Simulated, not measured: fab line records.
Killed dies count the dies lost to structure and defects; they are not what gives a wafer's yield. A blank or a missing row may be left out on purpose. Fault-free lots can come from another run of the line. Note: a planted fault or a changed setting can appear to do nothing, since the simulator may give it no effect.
fab line records | flow sky130
record lots=14 | wafers=42 | last-day=50
route steps=708 shown FIELD_ISO@16 DNWELL@44 NWELL@82 VT_ADJUST_LVTN@101
lots with no fault: from the same line, run without faults
start-h: hours from the record's first day to the start of the lot's first wafer shown | wait-h: hours from the lot's prior step to this one | " repeats the value in the row above | L1.1+2: a row that stands for several wafers | - no value, or no start was given | * or withheld: withheld | < > ~ a bound
route shown NAME@n: NAME is a module with steps in the file, n the number in the route of the first one | usual: mean and standard deviation over wafers with no fault | same: alike in all rows | chamber/n: place in a boat | sites: readings site by site | _std_site: standard deviation across them | _edge_site: mean of outer sites minus mean of inner sites | radius-mm: for every site, how far away it sits from the centre of the wafer | mask NAME#n: copy n | behind: the most recent tool/chamber to have shaped the wafer | hold: what put the lot on hold/how long, in hours/how the hold closed | device: names the non-switching transistor (n, p or np) | end of line: tests run on the same wafers once the route is complete | where a step has no rows: the recipe by itself | killed: count of dies lost to structure and defects at first sort (not the wafer's yield) | map: per-die view of a wafer (x killed, . not killed, _ where there is no die)
set.NAME: setting as actually run; set.NAME@STEP: the setting as run at that earlier step | model.NAME: the simulator's own value behind a step, which no gauge read
a sample of lots followed through the steps of the route, with each step as a table and each wafer as a row
services: the hour from which a tool's chamber was out of use, counted from the record's first day as start-h (under 0 if before that day), plus the number of hours and why
## steps
# step SKY_FIELD_ISO_ETCH_15
# recipe chemistry=CHF3/O2 | target-depth-nm=180 | stop-on=Si | source-w=600 | bias-w=200 | pressure-mtorr=40 | chf3-flow-sccm=50 | O2_flow_sccm=5 | time-s=72
# usual drypump-motor-current-A=5.7/0.41 | oes-product-au=0.945/0.0066 | throttle-valve-pct=8.844/0.0092
# same time-s=72
lot.wafer | tool        | chamber | start-h | wait-h | drypump-motor-current-A | oes-product-au | rf-hours-counter-h | throttle-valve-pct
L746.1    | rie-diel-02 | 0       | 28.79   | 0.0    | 5.7                     | 0.945          | 49                 | 8.851
L746.2    | "           | 2       | "       | "      | 6.4                     | 0.936          | 23                 | 8.861
L746.6    | "           | 1       | "       | "      | 5.5                     | 0.938          | -                  | 8.848
L747.2    | rie-diel-04 | 0       | 36.15   | 0.0    | 5.9                     | 0.950          | 9                  | 8.844
L747.3    | "           | 1       | "       | "      | 4.9                     | 0.948          | 132                | 8.853
L747.4    | "           | 2       | "       | "      | 5.1                     | 0.946          | 2                  | 8.844
L748.4    | rie-diel-02 | 0       | 38.70   | 0.0    | 5.7                     | 0.937          | 49                 | 8.832
L748.5    | "           | 1       | "       | "      | 5.5                     | 0.940          | -                  | 8.851
L748.6    | "           | 2       | "       | "      | 6.4                     | 0.949          | -                  | 8.835
L749.3    | rie-diel-02 | 0       | 46.24   | 0.0    | 5.7                     | 0.943          | 49                 | 8.854
L749.4    | "           | 3       | "       | "      | 5.7                     | 0.951          | 69                 | 8.842
L749.5    | "           | 1       | "       | "      | 5.5                     | 0.948          | -                  | 8.830
L750.3    | rie-diel-04 | 3       | 49.52   | 0.0    | 5.3                     | 0.942          | 101                | 8.828
L750.5    | "           | 2       | "       | "      | 5.1                     | 0.953          | -                  | 8.844
L750.6    | "           | 3       | "       | "      | 5.3                     | 0.948          | -                  | 8.851
L751.1    | rie-diel-03 | 2       | 54.79   | 0.0    | 6.0                     | 0.944          | 37                 | 8.841
L751.4    | "           | 3       | "       | "      | 5.4                     | 0.937          | 65                 | 8.852
L751.6    | "           | 3       | "       | "      | 5.4                     | 0.940          | -                  | 8.851
L752.1    | rie-diel-02 | 3       | 60.97   | 0.0    | 5.7                     | 0.938          | 69                 | 8.847
L752.3    | "           | 1       | "       | "      | 5.5                     | 0.951          | 127                | 8.848
L752.5    | "           | 2       | "       | "      | 6.4                     | 0.941          | -                  | 8.844
L753.1    | rie-diel-02 | 1       | 65.56   | 0.0    | 5.5                     | 0.946          | 128                | 8.859
L753.2    | "           | 2       | "       | "      | 6.4                     | 0.952          | 24                 | 8.856
L753.3    | "           | 0       | "       | "      | 5.7                     | 0.947          | 49                 | 8.840
L755.1    | rie-diel-03 | 2       | 76.05   | 0.0    | 5.9                     | 0.955          | 38                 | 8.856
L755.4    | "           | 3       | "       | "      | 5.4                     | 0.951          | 66                 | 8.854
L755.6    | "           | 0       | "       | "      | 6.2                     | 0.953          | -                  | 8.835
L756.1    | rie-diel-03 | 3       | 80.69   | 0.0    | 5.4                     | 0.948          | 66                 | 8.838
L756.3    | "           | 2       | "       | "      | 6.0                     | 0.943          | 38                 | 8.829
L756.4    | "           | 0       | "       | "      | 6.2                     | 0.943          | 29                 | 8.843
L759.2    | rie-diel-03 | 2       | 98.54   | 0.0    | 6.0                     | 0.940          | 38                 | 8.831
L759.3    | "           | 3       | "       | "      | 5.4                     | 0.933          | 66                 | 8.844
L759.5    | "           | 3       | "       | "      | 5.4                     | 0.945          | -                  | 8.837
L765.2    | rie-diel-02 | 0       | 127.75  | 0.0    | 5.7                     | 0.940          | 50                 | 8.841
L765.3    | "           | 3       | "       | "      | 5.7                     | 0.936          | 70                 | 8.848
L765.5    | "           | 3       | "       | "      | 5.7                     | 0.937          | -                  | 8.852
L766.3    | rie-diel-03 | 1       | 133.02  | 0.0    | 5.6                     | 0.940          | 51                 | 8.864
L766.5    | "           | 0       | "       | "      | 6.2                     | 0.946          | -                  | 8.832
L766.6    | "           | 3       | "       | "      | 5.4                     | 0.955          | -                  | 8.839
L767.1    | rie-diel-03 | 3       | 137.70  | 0.0    | 5.4                     | 0.946          | 67                 | 8.844
L767.2    | "           | 2       | "       | "      | 6.0                     | 0.937          | 39                 | 8.836
L767.6    | "           | 2       | "       | "      | 6.0                     | 0.943          | -                  | 8.835
# step SKY_DNWELL_TW_MEAS_09
# usual DNWELL_TW=1108/6.5
lot.wafer | tool          | chamber | start-h | wait-h | DNWELL_TW
L746.1    | film-metro-03 | -       | 51.33   | 0.1    | 1103
L746.2    | "             | -       | "       | "      | 1107
L746.6    | "             | -       | "       | "      | 1099
L747.2    | film-metro-02 | -       | 58.62   | 0.1    | 1123
L747.3    | "             | -       | "       | "      | 1121
L747.4    | "             | -       | "       | "      | 1113
L748.4    | film-metro-02 | -       | 63.62   | 0.1    | 1115
L748.5    | "             | -       | "       | "      | 1121
L748.6    | "             | -       | "       | "      | 1118
L749.3    | film-metro-03 | -       | 69.53   | 0.1    | 1095
L749.4    | "             | -       | "       | "      | 1102
L749.5    | "             | -       | "       | "      | 1097
L750.3    | film-metro-03 | -       | 73.63   | 0.1    | 1105
L750.5    | "             | -       | "       | "      | 1108
L750.6    | "             | -       | "       | "      | 1110
L751.1    | film-metro-02 | -       | 80.29   | 0.1    | 1115
L751.4    | "             | -       | "       | "      | 1106
L751.6    | "             | -       | "       | "      | 1108
L752.1    | film-metro-04 | -       | 86.88   | 0.1    | 1115
L752.3    | "             | -       | "       | "      | 1113
L752.5    | "             | -       | "       | "      | 1112
L753.1    | film-metro-02 | -       | 94.76   | 0.1    | 1116
L753.2    | "             | -       | "       | "      | 1113
L753.3    | "             | -       | "       | "      | 1117
L755.1    | film-metro-02 | -       | 101.43  | 0.1    | 1104
L755.4    | "             | -       | "       | "      | 1103
L755.6    | "             | -       | "       | "      | 1098
L756.1    | film-metro-04 | -       | 106.21  | 0.1    | 1119
L756.3    | "             | -       | "       | "      | 1116
L756.4    | "             | -       | "       | "      | 1116
L759.2    | film-metro-03 | -       | 124.07  | 0.1    | 1100
L759.3    | "             | -       | "       | "      | 1098
L759.5    | "             | -       | "       | "      | 1103
L765.2    | film-metro-03 | -       | 154.00  | 0.1    | 1104
L765.3    | "             | -       | "       | "      | 1106
L765.5    | "             | -       | "       | "      | 1104
L766.3    | film-metro-04 | -       | 159.85  | 0.1    | 1112
L766.5    | "             | -       | "       | "      | 1114
L766.6    | "             | -       | "       | "      | 1116
L767.1    | film-metro-02 | -       | 167.13  | 0.1    | 1101
L767.2    | "             | -       | "       | "      | 1102
L767.6    | "             | -       | "       | "      | 1102
# step SKY_NWELL_RS_MEAS_29
# recipe thk-meas-gauge=four-point-probe
# usual NWELL_RS=624.7/1.5
lot.wafer | tool          | chamber | start-h | wait-h | NWELL_RS[ohm/sq]
L746.1    | film-metro-03 | -       | 100.91  | 0.1    | 626.4
L746.2    | "             | -       | "       | "      | 625.9
L746.6    | "             | -       | "       | "      | 626.1
L747.2    | film-metro-04 | -       | 108.78  | 0.1    | 623.7
L747.3    | "             | -       | "       | "      | 626.3
L747.4    | "             | -       | "       | "      | 624.5
L748.4    | film-metro-03 | -       | 115.59  | 0.1    | 626.4
L748.5    | "             | -       | "       | "      | 626.4
L748.6    | "             | -       | "       | "      | 625.1
L749.3    | film-metro-03 | -       | 122.10  | 0.1    | 623.0
L749.4    | "             | -       | "       | "      | 623.8
L749.5    | "             | -       | "       | "      | 624.0
L750.3    | film-metro-04 | -       | 126.22  | 0.1    | 626.5
L750.5    | "             | -       | "       | "      | 625.8
L750.6    | "             | -       | "       | "      | 624.5
L751.1    | film-metro-02 | -       | 135.74  | 0.1    | 625.2
L751.4    | "             | -       | "       | "      | 626.1
L751.6    | "             | -       | "       | "      | 624.1
L752.1    | film-metro-02 | -       | 142.44  | 0.1    | 625.5
L752.3    | "             | -       | "       | "      | 622.8
L752.5    | "             | -       | "       | "      | 625.7
L753.1    | film-metro-03 | -       | 149.73  | 0.1    | 622.9
L753.2    | "             | -       | "       | "      | 623.4
L753.3    | "             | -       | "       | "      | 623.6
L755.1    | film-metro-04 | -       | 157.96  | 0.1    | 623.3
L755.4    | "             | -       | "       | "      | 622.5
L755.6    | "             | -       | "       | "      | 622.0
L756.1    | film-metro-03 | -       | 163.24  | 0.1    | 624.5
L756.3    | "             | -       | "       | "      | 626.5
L756.4    | "             | -       | "       | "      | 627.7
L759.2    | film-metro-04 | -       | 184.05  | 0.1    | 625.8
L759.3    | "             | -       | "       | "      | 627.4
L759.5    | "             | -       | "       | "      | 626.0
L765.2    | film-metro-04 | -       | 217.65  | 0.1    | 623.7
L765.3    | "             | -       | "       | "      | 621.9
L765.5    | "             | -       | "       | "      | 625.8
L766.3    | film-metro-03 | -       | 224.37  | 0.1    | 624.6
L766.5    | "             | -       | "       | "      | 624.6
L766.6    | "             | -       | "       | "      | 622.8
L767.1    | film-metro-03 | -       | 233.47  | 0.1    | 623.4
L767.2    | "             | -       | "       | "      | 623.9
L767.6    | "             | -       | "       | "      | 623.5
# step SKY_VT_ADJUST_LVTN_EXPOSE_04
# recipe mask-id=NWM_COMPLEMENT_LESS_NATIVE | na=0.6 | source-shape=conventional | sigma-outer=0.6 | polarization=unpolarized | target-cd-nm=840 | dose-mj=194
# usual exposure-dose-mJ-cm2=193.96/0.17 | focus-offset-nm=-0.1/0.59 | na=0.6/0
lot.wafer | tool             | chamber | start-h | wait-h | mask                         | exposure-dose-mJ-cm2 | focus-offset-nm | na
L746.1    | iline-stepper-01 | 0       | 128.88  | -      | NWM_COMPLEMENT_LESS_NATIVE#0 | 194.16               | 0.5             | 0.6
L746.2    | "                | 0       | "       | "      | NWM_COMPLEMENT_LESS_NATIVE#0 | 193.92               | -1.0            | 0.6
L746.6    | "                | 0       | "       | "      | NWM_COMPLEMENT_LESS_NATIVE#0 | 194.12               | -0.6            | 0.6
L747.2    | iline-stepper-02 | 0       | 137.17  | -      | NWM_COMPLEMENT_LESS_NATIVE#0 | 193.91               | 0.4             | 0.6
L747.3    | "                | 0       | "       | "      | NWM_COMPLEMENT_LESS_NATIVE#0 | 194.15               | 0.6             | 0.6
L747.4    | "                | 0       | "       | "      | NWM_COMPLEMENT_LESS_NATIVE#0 | 194.09               | 0.9             | 0.6
L748.4    | iline-stepper-01 | 0       | 142.58  | -      | NWM_COMPLEMENT_LESS_NATIVE#0 | 194.00               | -0.7            | 0.6
L748.5    | "                | 0       | "       | "      | NWM_COMPLEMENT_LESS_NATIVE#0 | 193.86               | 0.0             | 0.6
L748.6    | "                | 0       | "       | "      | NWM_COMPLEMENT_LESS_NATIVE#0 | 193.93               | 0.0             | 0.6
L749.3    | iline-stepper-01 | 0       | 150.73  | -      | NWM_COMPLEMENT_LESS_NATIVE#0 | 194.13               | -0.3            | 0.6
L749.4    | "                | 0       | "       | "      | NWM_COMPLEMENT_LESS_NATIVE#0 | 193.89               | -0.4            | 0.6
L749.5    | "                | 0       | "       | "      | NWM_COMPLEMENT_LESS_NATIVE#0 | 193.93               | -0.1            | 0.6
L750.3    | iline-stepper-02 | 0       | 154.86  | -      | NWM_COMPLEMENT_LESS_NATIVE#0 | 194.04               | 0.7             | 0.6
L750.5    | "                | 0       | "       | "      | NWM_COMPLEMENT_LESS_NATIVE#0 | 193.92               | 0.9             | 0.6
L750.6    | "                | 0       | "       | "      | NWM_COMPLEMENT_LESS_NATIVE#0 | 193.83               | 0.7             | 0.6
L751.1    | iline-stepper-02 | 0       | 164.44  | -      | NWM_COMPLEMENT_LESS_NATIVE#0 | 193.75               | -0.9            | 0.6
L751.4    | "                | 0       | "       | "      | NWM_COMPLEMENT_LESS_NATIVE#0 | 194.22               | -0.8            | 0.6
L751.6    | "                | 0       | "       | "      | NWM_COMPLEMENT_LESS_NATIVE#0 | 193.92               | -0.6            | 0.6
L752.1    | iline-stepper-01 | 0       | 173.30  | -      | NWM_COMPLEMENT_LESS_NATIVE#0 | 193.80               | 0.1             | 0.6
L752.3    | "                | 0       | "       | "      | NWM_COMPLEMENT_LESS_NATIVE#0 | 193.83               | -0.4            | 0.6
L752.5    | "                | 0       | "       | "      | NWM_COMPLEMENT_LESS_NATIVE#0 | 193.92               | 0.2             | 0.6
L753.1    | iline-stepper-02 | 0       | 180.63  | -      | NWM_COMPLEMENT_LESS_NATIVE#0 | 193.97               | -0.2            | 0.6
L753.2    | "                | 0       | "       | "      | NWM_COMPLEMENT_LESS_NATIVE#0 | 193.76               | -0.2            | 0.6
L753.3    | "                | 0       | "       | "      | NWM_COMPLEMENT_LESS_NATIVE#0 | 194.12               | -0.3            | 0.6
L755.1    | iline-stepper-02 | 0       | 189.19  | -      | NWM_COMPLEMENT_LESS_NATIVE#0 | 194.17               | -0.9            | 0.6
L755.4    | "                | 0       | "       | "      | NWM_COMPLEMENT_LESS_NATIVE#0 | 194.17               | -0.7            | 0.6
L755.6    | "                | 0       | "       | "      | NWM_COMPLEMENT_LESS_NATIVE#0 | 193.96               | -0.1            | 0.6
L756.1    | iline-stepper-02 | 0       | 195.96  | -      | NWM_COMPLEMENT_LESS_NATIVE#0 | 193.66               | 0.9             | 0.6
L756.3    | "                | 0       | "       | "      | NWM_COMPLEMENT_LESS_NATIVE#0 | 193.93               | 0.2             | 0.6
L756.4    | "                | 0       | "       | "      | NWM_COMPLEMENT_LESS_NATIVE#0 | 193.63               | 0.6             | 0.6
L759.2    | iline-stepper-02 | 0       | 216.69  | -      | NWM_COMPLEMENT_LESS_NATIVE#0 | 193.98               | 1.0             | 0.6
L759.3    | "                | 0       | "       | "      | NWM_COMPLEMENT_LESS_NATIVE#0 | 194.37               | 0.0             | 0.6
L759.5    | "                | 0       | "       | "      | NWM_COMPLEMENT_LESS_NATIVE#0 | 193.93               | -0.2            | 0.6
L765.2    | iline-stepper-01 | 0       | 253.54  | -      | NWM_COMPLEMENT_LESS_NATIVE#0 | 193.97               | 1.1             | 0.6
L765.3    | "                | 0       | "       | "      | NWM_COMPLEMENT_LESS_NATIVE#0 | 194.08               | -0.4            | 0.6
L765.5    | "                | 0       | "       | "      | NWM_COMPLEMENT_LESS_NATIVE#0 | 194.08               | 0.7             | 0.6
L766.3    | iline-stepper-02 | -       | 259.08  | -      | NWM_COMPLEMENT_LESS_NATIVE#0 | -                    | -               | -
L766.5    | "                | -       | "       | "      | NWM_COMPLEMENT_LESS_NATIVE#0 | -                    | -               | -
L766.6    | "                | -       | "       | "      | NWM_COMPLEMENT_LESS_NATIVE#0 | -                    | -               | -
L767.1    | iline-stepper-02 | -       | 269.18  | -      | NWM_COMPLEMENT_LESS_NATIVE#0 | -                    | -               | -
L767.2    | "                | -       | "       | "      | NWM_COMPLEMENT_LESS_NATIVE#0 | -                    | -               | -
L767.6    | "                | -       | "       | "      | NWM_COMPLEMENT_LESS_NATIVE#0 | -                    | -               | -
## services
tool             | chamber | start-h | hours | kind
iline-stepper-01 | -       | 23.99   | 1.7   | pm
rie-diel-02      | -       | 24.54   | 0.7   | repair
rie-diel-03      | 1       | 25.51   | 12.0  | repair
rie-diel-03      | 3       | 32.36   | 11.0  | repair
rie-diel-02      | 1       | 48.80   | 5.5   | repair
iline-stepper-01 | -       | 53.68   | 27.3  | repair
rie-diel-04      | -       | 56.63   | 0.4   | repair
rie-diel-04      | 1       | 59.89   | 9.5   | repair
rie-diel-03      | -       | 64.39   | 2.8   | repair
rie-diel-02      | -       | 81.60   | 0.5   | repair
rie-diel-03      | 0       | 98.09   | 10.0  | repair
rie-diel-03      | -       | 99.89   | 1.2   | repair
rie-diel-02      | 2       | 123.25  | 2.8   | repair
rie-diel-04      | 0       | 129.65  | 4.3   | repair
rie-diel-02      | 3       | 138.65  | 6.5   | repair
rie-diel-03      | 3       | 144.65  | 8.1   | repair
rie-diel-04      | 3       | 156.82  | 10.4  | repair
iline-stepper-02 | -       | 169.60  | 1.7   | pm
rie-diel-04      | -       | 173.52  | 1.0   | repair
rie-diel-02      | 3       | 175.38  | 5.9   | repair
rie-diel-04      | 2       | 186.47  | 8.0   | repair
iline-stepper-01 | -       | 232.14  | 2.1   | pm
iline-stepper-01 | -       | 242.16  | 1.7   | pm
rie-diel-02      | 2       | 252.54  | 4.3   | repair
## key
first-sign step=SKY_VT_ADJUST_LVTN_EXPOSE_04 | reading=tool-record | direction=missing
effect none on later readings
met-at SKY_VT_ADJUST_LVTN_EXPOSE_04
struck-lots L766,L767
sort-left-out L766.3,L766.5,L766.6,L767.1,L767.2,L767.6
tester-left-out L766,L767
not-acting-at SKY_FIELD_ISO_ETCH_15,SKY_DNWELL_TW_MEAS_09,SKY_NWELL_RS_MEAS_29
onset-between 216.69 259.08
fault kind=skipped-step-whole | tool=iline-stepper-02 | chamber=- | onset-h=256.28 | steps=SKY_VT_ADJUST_LVTN_EXPOSE_04 | scope=struck-lots-only
# tester-left-out: of these lots the tester's yield and bins aren't shown, on N5 and GAA mostly nor the transistor test; their killed dies are dies lost to structure and defects alone, not to doping, threshold or leakage, so they don't give the yield
# sort-left-out: the simulated sort isn't trusted on such a fault, so these wafers' sort isn't shown, and their yield isn't known
